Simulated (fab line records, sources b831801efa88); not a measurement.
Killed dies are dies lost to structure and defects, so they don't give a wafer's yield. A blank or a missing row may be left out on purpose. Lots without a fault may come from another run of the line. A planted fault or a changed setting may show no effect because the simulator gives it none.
A struck lot beside a sound one | flow sky130 | 42 steps out of a route of 708
Sound: wafers L772.3, L772.4, L772.5. Struck: wafers L778.3, L778.5, L778.6. The cause comes at the end.
At each step with rows: each side's tool, then ch and its chambers, then its first start. Under that, the readings that differ: sound wafers | struck wafers | difference of the means | sigmas: that difference in standard deviations of wafers without a fault.
alike: readings whose means differ by less than 2 such deviations, and words and numbers that are the same on both sides. not compared: withheld readings, readings that some wafer has no value for, bounds like >300 that may hide the same value, and numbers for which the record gives no deviation and whose values overlap.
The two part at a step that has a row with sigmas, a row that says differs or no value, or rows on one side only. Numbers that don't overlap but have no deviation are shown without sigmas and don't part them. A reading that every wafer of one side lacks parts them only if that side has two wafers or more.

SKY_NWELL_RS_MEAS_31: measures by four-point-probe.
  sound on film_metro-01, day 5 10:57; struck on film_metro-04, day 6 23:30
  alike: PWDE_RS
then, 7 steps without rows for these wafers: SKY_VT_ADJUST_HVTP_DEHYDRATE_00 (time 60 s); SKY_VT_ADJUST_HVTP_HMDS_01 (prime time 60 s); SKY_VT_ADJUST_HVTP_COAT_02 (resist thk 1140 nm); SKY_VT_ADJUST_HVTP_SOFTBAKE_03 (time 60 s); SKY_VT_ADJUST_HVTP_EXPOSE_04 (exposes mask HVTPM, target cd 380 nm); SKY_VT_ADJUST_HVTP_PEB_05; SKY_VT_ADJUST_HVTP_DEVELOP_06 (develop time 60 s).
SKY_VT_ADJUST_HVTP_CD_MEAS_07: target cd 380 nm.
  sound on cd_sem-02, day 6 05:13; struck on cd_sem-02, day 7 18:25
  alike: cd_nm
SKY_VT_ADJUST_HVTP_OVL_MEAS_08:
  sound on overlay-01, day 6 05:19; struck on overlay-02, day 7 18:31
  alike: VT_ADJUST_HVTP_OVL
then, 1 step without rows for these wafers: SKY_VT_ADJUST_HVTP_IMPLANT_09.
SKY_VT_ADJUST_HVTP_STRIP_10: strips in O2/N2.
  sound on plasma_asher-01 ch 0,1, day 6 05:31; struck on plasma_asher-01 ch 0,1, day 7 18:43
  alike: drypump_motor_current_A, oes_product_au, strip_time_to_endpoint_s
  not compared: rf_hours_counter_h
SKY_VT_ADJUST_HVTP_TW_MEAS_11:
  sound on film_metro-02, day 6 05:36; struck on film_metro-01, day 7 18:48
  alike: VT_ADJUST_HVTP_TW
then, 7 steps without rows for these wafers: SKY_VT_ADJUST_LVTN_DEHYDRATE_00 (time 60 s); SKY_VT_ADJUST_LVTN_HMDS_01 (prime time 60 s); SKY_VT_ADJUST_LVTN_COAT_02 (resist thk 3000 nm); SKY_VT_ADJUST_LVTN_SOFTBAKE_03; SKY_VT_ADJUST_LVTN_EXPOSE_04 (exposes mask NWM COMPLEMENT LESS NATIVE, target cd 840 nm); SKY_VT_ADJUST_LVTN_PEB_05; SKY_VT_ADJUST_LVTN_DEVELOP_06 (develop time 60 s).
SKY_VT_ADJUST_LVTN_OVL_MEAS_07:
  sound on overlay-02, day 7 00:52; struck on overlay-01, day 8 14:02
  alike: VT_ADJUST_LVTN_OVL
then, 1 step without rows for these wafers: SKY_VT_ADJUST_LVTN_IMPLANT_08.
SKY_VT_ADJUST_LVTN_STRIP_09: strips in O2/N2.
  sound on plasma_asher-03 ch 0,1, day 7 01:04; struck on plasma_asher-02 ch 0,1, day 8 14:14
  reading                      | sound             | struck            | difference | sigmas
  strip_time_to_endpoint_s (s) | 37.18 37.36 37.23 | 37.07 36.94 37.09 | -0.22      | -2
  alike: drypump_motor_current_A, oes_product_au
  not compared: rf_hours_counter_h
SKY_VT_ADJUST_LVTN_TW_MEAS_10:
  sound on film_metro-01, day 7 01:10; struck on film_metro-03, day 8 14:19
  alike: VT_ADJUST_LVTN_TW
then, 7 steps without rows for these wafers: SKY_VT_ADJUST_LVTN_DEHYDRATE_11 (time 60 s); SKY_VT_ADJUST_LVTN_HMDS_12 (prime time 60 s); SKY_VT_ADJUST_LVTN_COAT_13 (resist thk 1140 nm); SKY_VT_ADJUST_LVTN_SOFTBAKE_14 (time 60 s); SKY_VT_ADJUST_LVTN_EXPOSE_15 (exposes mask HVN STD DERIVED, target cd 600 nm); SKY_VT_ADJUST_LVTN_PEB_16; SKY_VT_ADJUST_LVTN_DEVELOP_17 (develop time 60 s).
SKY_VT_ADJUST_LVTN_OVL_MEAS_18:
  sound on overlay-02, day 7 19:37; struck on overlay-02, day 9 10:43
  alike: VT_ADJUST_LVTN_01_OVL
then, 1 step without rows for these wafers: SKY_VT_ADJUST_LVTN_IMPLANT_19.
SKY_VT_ADJUST_LVTN_STRIP_20: strips in O2/N2.
  sound on plasma_asher-01 ch 0,1, day 7 19:49; struck on plasma_asher-01 ch 0,1, day 9 10:55
  alike: drypump_motor_current_A, oes_product_au, strip_time_to_endpoint_s
  not compared: rf_hours_counter_h
SKY_VT_ADJUST_LVTN_TW_MEAS_21:
  sound on film_metro-01, day 7 19:54; struck on film_metro-03, day 9 11:00
  alike: VT_ADJUST_LVTN_2_TW
then, 6 steps without rows for these wafers: SKY_VT_ADJUST_NCORE_DEHYDRATE_00 (time 60 s); SKY_VT_ADJUST_NCORE_HMDS_01 (prime time 60 s); SKY_VT_ADJUST_NCORE_COAT_02 (resist thk 1140 nm); SKY_VT_ADJUST_NCORE_SOFTBAKE_03 (time 60 s); SKY_VT_ADJUST_NCORE_EXPOSE_04 (exposes mask LVTN COMPLEMENT THIN, target cd 380 nm); SKY_VT_ADJUST_NCORE_PEB_05.
-- the record jumps here: 38 days lie between the struck wafers' starts before and after (it left off in module VT_ADJUST_NCORE and takes up again in module PAD_OPEN, whose first step shown is number 708 of the route) --
SKY_PAD_OPEN_PROBE_99:
  the record has rows for the struck wafers here (prober-02, day 47 10:48) and none for the sound ones

WHERE THEY PART
First at SKY_VT_ADJUST_LVTN_STRIP_09; last, within this record, at SKY_PAD_OPEN_PROBE_99.

WHY: what the simulator had put in
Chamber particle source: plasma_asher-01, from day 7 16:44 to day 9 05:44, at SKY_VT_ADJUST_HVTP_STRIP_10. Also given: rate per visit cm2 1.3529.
